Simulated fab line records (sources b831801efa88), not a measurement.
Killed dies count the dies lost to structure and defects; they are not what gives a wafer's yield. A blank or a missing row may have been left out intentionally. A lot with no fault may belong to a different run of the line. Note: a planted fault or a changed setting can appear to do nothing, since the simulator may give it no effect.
The tool behind it: which one? -- flow sky130 -- 39 wafers from 13 lots sampled at 4 of the route's 708 steps

== WHAT THE GAUGES READ, wafer by wafer ==
SKY_FIELD_ISO_THK_MEAS_02. Usual: FIELD_ISO_OXIDATION_00_THK typically reads 11.90 nm, with standard deviation 0.26.
lot,measured,on,FIELD_ISO_OXIDATION_00_THK (nm),flag
L743,day 1 17:16,film metro-01,11.92 11.86 11.95,
L744,day 2 00:46,film metro-04,12.27 12.12 11.98,
L745,day 2 04:23,film metro-01,11.56 11.86 11.77,
L746,day 2 11:40,film metro-04,11.49 11.65 11.41,
L748,day 2 19:14,film metro-04,12.01 12.05 12.13,
L749,day 3 00:01,film metro-04,12.02 11.73 11.74,
L750,day 3 03:39,film metro-01,11.76 11.83 11.92,
L752,day 3 13:41,film metro-03,11.99 11.89 11.86,
L755,day 4 05:40,film metro-03,11.85 11.93 11.85,
L760,day 5 06:21,film metro-01,11.43 11.38 11.57,
L761,day 5 12:50,film metro-03,11.98 11.90 11.76,
L762,day 5 15:38,film metro-04,11.43 11.13 11.19,
L763,day 5 22:00,film metro-04,12.33 12.47 12.23,

SKY_FIELD_ISO_THK_MEAS_04. Usual: FIELD_ISO_CVD_03_THK typically reads 164.9 nm, with standard deviation 1.7.
lot,measured,on,FIELD_ISO_CVD_03_THK (nm),flag
L743,day 1 19:42,film metro-04,164.5 164.2 164.3,
L744,day 2 02:37,film metro-01,162.1 163.3 163.7,
L745,day 2 06:27,film metro-04,161.2 161.1 161.7,
L746,day 2 16:46,film metro-01,163.9 163.0 163.3,
L748,day 2 23:56,film metro-01,164.8 163.4 164.7,
L749,day 3 04:09,film metro-01,164.2 162.7 162.9,
L750,day 3 06:59,film metro-01,166.6 166.2 166.3,
L752,day 3 15:32,film metro-01,165.7 163.7 164.9,
L755,day 4 08:22,film metro-04,166.5 166.2 165.3,
L760,day 5 08:11,film metro-04,166.2 165.9 165.1,
L761,day 5 14:41,film metro-01,167.1 167.0 165.4,
L762,day 5 18:28,film metro-04,166.7 167.4 166.9,
L763,day 5 23:50,film metro-04,166.9 166.9 168.0,

SKY_NWELL_OVL_MEAS_10. Usual: NWELL_00_OVL typically reads 0.5 nm, with standard deviation 1.2.
lot,measured,on,NWELL_00_OVL (nm),flag
L743,day 4 23:57,overlay-02,0.4 -0.8 -1.1,
L744,day 5 04:32,overlay-02,0.7 2.3 1.1,
L745,day 5 07:44,overlay-02,1.9 1.0 2.4,
L746,day 5 20:55,overlay-01,1.2 1.2 1.5,
L748,day 6 05:05,overlay-02,0.6 1.1 0.6,
L749,day 6 09:46,overlay-02,0.6 -0.7 1.1,
L750,day 6 13:36,overlay-01,0.4 1.0 0.9,
L752,day 6 22:49,overlay-02,0.8 2.1 1.8,
L755,day 7 19:12,overlay-02,0.3 0.5 -0.4,
L760,day 9 07:14,overlay-01,1.2 1.1 0.9,
L761,day 9 09:44,overlay-01,2.2 2.1 1.1,
L762,day 9 10:59,overlay-01,-1.9 0.2 -0.5,
L763,day 10 05:36,overlay-02,0.2 0.1 1.8,

== TOOL THAT RAN EACH LOT (tool first, then ch and the chambers of the sampled wafers, then the start) ==
lot,SKY_FIELD_ISO_ETCH_17
L743,"rie si-02 ch 1,2, day 2 10:36"
L744,"rie si-01 ch 0,2,3, day 2 17:46"
L745,"rie si-01 ch 1,2,3, day 2 21:52"
L746,"rie si-01 ch 0,1,3, day 3 07:49"
L748,"rie si-02 ch 0,1,2, day 3 16:30"
L749,"rie si-02 ch 0,2, day 3 20:48"
L750,"rie si-01 ch 0,1,3, day 3 23:10"
L752,"rie si-01 ch 1,2,3, day 4 08:22"
L755,"rie si-02 ch 0,3, day 5 02:09"
L760,"rie si-02 ch 0,1,3, day 6 02:40"
L761,"rie si-02 ch 0,1,3, day 6 09:43"
L762,"rie si-01 ch 0,1,3, day 6 13:00"
L763,"rie si-01 ch 0,2, day 6 18:55"
- SKY_FIELD_ISO_ETCH_17: etches Si in HBr/Cl2/O2, target depth 342 nm, time 97.7 s.

== WHAT THE TOOLS THEMSELVES READ (means of the sampled wafers that have a number; where no wafer has one, the mark that the record gives instead) ==
SKY_FIELD_ISO_ETCH_17. Usual: drypump motor current A 5.6 A, standard deviation 0.48; oes product au 0.995 a.u., standard deviation 0.0073; run length s 126.0 s, standard deviation 0.45; throttle valve pct 25.661 %, standard deviation 0.01.
lot,tool,drypump motor current A (A),oes product au (a.u.),run length s (s),throttle valve pct (%),flag
L743,rie si-02,5.8,0.991,126.4,25.663,
L744,rie si-01,5.8,0.999,125.9,25.657,
L745,rie si-01,5.8,0.990,126.1,25.670,
L746,rie si-01,5.6,0.995,126.2,25.648,
L748,rie si-02,5.7,0.998,126.3,25.657,
L749,rie si-02,5.9,0.991,125.8,25.665,
L750,rie si-01,5.6,0.988,126.3,25.664,
L752,rie si-01,5.8,0.988,125.9,25.666,
L755,rie si-02,5.2,0.997,125.6,25.657,
L760,rie si-02,5.3,0.995,110.5,25.665,OFF
L761,rie si-02,5.3,0.992,110.3,25.670,OFF
L762,rie si-01,5.6,0.995,126.7,25.654,
L763,rie si-01,6.0,1.000,126.1,25.651,

== THE ANSWER, worked out from the rows above alone ==
Rule: lot off if the mean of its wafers having a number is beyond 3 standard deviations from the usual mean. Also off: a lot with no number at a reading for which 4 or more lots have one. Any other lot the step has rows for is counted as sound. Order of review: gauges by route order, followed by the tools' own readings, for which a lot's mean as printed above is used. The first step at which some lot is off is used, and at that step the reading that is off furthest; a lot without a number counts as furthest.
Off at SKY_FIELD_ISO_ETCH_17 (run length s): L760, L761.
If a tool, at that step or one of the process steps before it, ran each lot that is off and ran no sound lot following the first of them, it fits. One fits: SKY_FIELD_ISO_ETCH_17 on rie si-02. A fault onset in the window from L755 (day 5 02:09, its last sound lot) to L760 (day 6 02:40, its first lot off) fits.
On the lots that are off, the tool's own readings at SKY_FIELD_ISO_ETCH_17 differ by more than 5 times the standard deviation of the sound lots' means, which bears it out; run length s reads 110.4 s there versus 126.1 s on the sound lots.

== WHAT HAD BEEN PUT IN BY THE SIMULATOR ==
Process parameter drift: rie si-02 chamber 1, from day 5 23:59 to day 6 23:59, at SKY_FIELD_ISO_ETCH_17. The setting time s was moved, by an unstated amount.
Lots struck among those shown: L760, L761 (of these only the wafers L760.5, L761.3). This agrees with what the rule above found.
